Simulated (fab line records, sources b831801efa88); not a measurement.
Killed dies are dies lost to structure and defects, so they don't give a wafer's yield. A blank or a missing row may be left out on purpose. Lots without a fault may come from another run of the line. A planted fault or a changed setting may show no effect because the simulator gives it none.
Which tool did it? | flow sky130 | 15 lots, 44 wafers sampled, at 1 step of a route of 708

WHAT THE GAUGES READ, wafer by wafer
SKY_SONOS_ONO_THK_MEAS_03. Usual: SONOS_ONO_CVD_02_THK 10.44 nm, standard deviation 0.15.
lot  | measured     | on            | SONOS_ONO_CVD_02_THK (nm) | flag
L157 | day 12 08:27 | film_metro-04 | 10.20 10.28 10.30         |
L158 | day 12 12:39 | film_metro-02 | 10.51 10.57 10.51         |
L159 | day 12 20:47 | film_metro-02 | 10.53 10.48 10.70         |
L160 | day 13 23:55 | film_metro-02 | 10.28 10.27 10.27         |
L162 | day 14 00:58 | film_metro-04 | 10.57 10.59 10.71         |
L161 | day 14 03:50 | film_metro-04 | 10.47 10.63 10.62         |
L164 | day 14 13:54 | film_metro-01 | 10.49 10.38 10.43         |
L165 | day 14 18:19 | film_metro-01 | 10.20 10.24 10.14         |
L166 | day 14 20:33 | film_metro-02 | 10.41 10.45 10.41         |
L168 | day 15 16:23 | film_metro-01 | 10.37 10.42 10.39         |
L174 | day 18 01:00 | film_metro-01 | 10.51 10.51 10.45         |
L175 | day 18 01:04 | film_metro-01 | 10.47 10.55               |
L177 | day 18 23:48 | film_metro-02 | 10.48 10.48 10.51         |
L178 | day 19 04:18 | film_metro-02 | 10.35 10.43 10.34         |
L179 | day 19 10:27 | film_metro-01 | 10.46 10.49 10.25         |

WHICH TOOL RAN EACH LOT (tool, then ch and the chambers of the sampled wafers, then the start)
The record holds no process step before these readings.

WHAT THE TOOLS THEMSELVES READ (means of the sampled wafers that have a number; where no wafer has one, the mark that the record gives instead)
The record holds no such reading with a usual standard deviation.

THE ANSWER, worked out from the rows above alone
Rule: a lot is off if the mean of its wafers that have a number lies more than 3 standard deviations from the usual mean. A lot without any number at a reading at which 4 lots or more have one is off too. The other lots that the step has rows for count as sound. The gauges are gone through in route order, then the tools' own readings, and for those a lot's mean is taken as printed above. The first step at which some lot is off is used, and at that step the reading that is off furthest; a lot without a number counts as furthest.
No lot is off at any reading shown: from this, nothing can be told.

WHAT THE SIMULATOR HAD PUT IN
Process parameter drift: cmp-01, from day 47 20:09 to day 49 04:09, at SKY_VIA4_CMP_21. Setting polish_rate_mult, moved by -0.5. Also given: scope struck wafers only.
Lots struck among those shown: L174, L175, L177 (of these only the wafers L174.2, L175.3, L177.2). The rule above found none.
